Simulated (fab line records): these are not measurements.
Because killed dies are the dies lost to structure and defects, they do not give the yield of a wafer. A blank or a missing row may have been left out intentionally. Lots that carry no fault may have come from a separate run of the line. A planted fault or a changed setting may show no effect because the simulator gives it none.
Matching of chambers :: flow gf180mcu :: 4 sister chambers for GF_STI_CMP_25 on cmp-02
The step polishes, stops on Si3N4, t overpolish 33 s, target thk 524.6 nm. 8 wafers are shown with their chamber, then 8 later ones without.

## WAFERS WITH THEIR CHAMBER
wafer: L626.2
chamber: 1
motorCurrentA (A): 12.7
timeToEndpointS (s): 123

wafer: L629.6
chamber: 2
motorCurrentA (A): 12.3
timeToEndpointS (s): 125

wafer: L630.2
chamber: 1
motorCurrentA (A): 12.9
timeToEndpointS (s): 128

wafer: L630.3
chamber: 0
motorCurrentA (A): 11.6
timeToEndpointS (s): 127

wafer: L631.1
chamber: 3
motorCurrentA (A): 10.7
timeToEndpointS (s): 125

wafer: L631.4
chamber: 0
motorCurrentA (A): 11.9
timeToEndpointS (s): 127

wafer: L631.6
chamber: 3
motorCurrentA (A): 11.2
timeToEndpointS (s): 122

wafer: L635.2
chamber: 2
motorCurrentA (A): 12.6
timeToEndpointS (s): 118

## WAFERS WITH NO CHAMBER GIVEN
wafer: L635.4
motorCurrentA (A): 10.4
timeToEndpointS (s): 111

wafer: L635.5
motorCurrentA (A): 12.6
timeToEndpointS (s): 124

wafer: L643.1
motorCurrentA (A): 13.0
timeToEndpointS (s): 114

wafer: L643.2
motorCurrentA (A): 10.6
timeToEndpointS (s): 119

wafer: L643.4
motorCurrentA (A): 11.2
timeToEndpointS (s): 121

wafer: L647.1
motorCurrentA (A): 11.2
timeToEndpointS (s): 120

wafer: L647.2
motorCurrentA (A): 13.1
timeToEndpointS (s): 130

wafer: L647.6
motorCurrentA (A): 13.0
timeToEndpointS (s): 125

## CHAMBER TAKEN BY EACH
wafer: L635.4
from the rows above: 3
in truth: 3

wafer: L635.5
from the rows above: can't be placed: 1 or 2
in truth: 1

wafer: L643.1
from the rows above: can't be placed: 2 or 1
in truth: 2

wafer: L643.2
from the rows above: 3
in truth: 3

wafer: L643.4
from the rows above: can't be placed: 3 or 0
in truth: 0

wafer: L647.1
from the rows above: can't be placed: 3 or 0
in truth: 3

wafer: L647.2
from the rows above: can't be placed: 1 or 2
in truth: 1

wafer: L647.6
from the rows above: can't be placed: 1 or 2
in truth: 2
2 of 8 placed correctly. Cannot be placed on the basis of these rows: 6; the candidates contain the true chamber in 6. Placed wrongly: 0.
How it was worked out, from the rows above alone: a wafer's distance from a chamber is the root of the sum, over the readings, of the square of ((its reading less the chamber's mean) divided by the reading's scatter). The wafer belongs to the nearest chamber; if the next one is less than 2 further off, it can't be placed. A chamber's mean is the mean of its shown wafers. The scatter: the root of (the sum of the squares of (reading less its chamber's mean) over the shown wafers, divided by (wafers less chambers)).
